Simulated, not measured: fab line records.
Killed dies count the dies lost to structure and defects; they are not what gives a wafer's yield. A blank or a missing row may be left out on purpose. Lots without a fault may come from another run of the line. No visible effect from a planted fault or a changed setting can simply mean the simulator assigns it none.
Chamber matching    flow sky130    SKY_CONTACT_ETCH_16 on rie diel-04: 4 sister chambers
The step etches BARC in N2/H2, stops on SiO2, time 45.9 s, target depth 60 nm. 8 wafers are shown with their chamber, then 9 later ones without.

WAFERS WITH THEIR CHAMBER
wafer   chamber  drypump motor current A (A)  oes product au (a.u.)
L080.5  0        5.9                          0.848
L082.2  3        5.7                          0.857
L082.5  3        5.7                          0.850
L086.3  0        5.9                          0.853
L086.6  2        5.6                          0.859
L091.2  1        6.2                          0.850
L091.5  1        6.3                          0.856
L091.6  2        5.6                          0.853

WAFERS MISSING THEIR CHAMBER
wafer   drypump motor current A (A)  oes product au (a.u.)
L093.2  5.6                          0.853
L093.4  5.9                          0.860
L093.6  5.9                          0.858
L094.2  5.6                          0.853
L094.5  5.6                          0.858
L094.6  5.9                          0.857
L096.3  5.6                          0.855
L096.4  6.2                          0.855
L096.6  6.2                          0.860

WHICH CHAMBER EACH ONE RAN IN
wafer    from the rows above   in truth
L093.2   2                     2
L093.4   0                     0
L093.6   0                     0
L094.2   2                     2
L094.5   2                     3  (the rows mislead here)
L094.6   0                     0
L096.3   2                     2
L096.4   1                     1
L096.6   1                     1
8 of 9 placed correctly. Left unplaced by these rows: 0. Wrongly placed: 1.
How it was worked out, from the rows above alone: a wafer's distance from a chamber is the root of the sum, over the readings, of the square of ((its reading less the chamber's mean) divided by the reading's scatter). The wafer belongs to the nearest chamber; if the next one is less than 2 further off, it can't be placed. The mean given for a chamber averages the wafers shown for that chamber. The scatter: take each reading less its chamber's mean, square it, sum over the shown wafers, divide by the number of wafers less the number of chambers, and take the root.
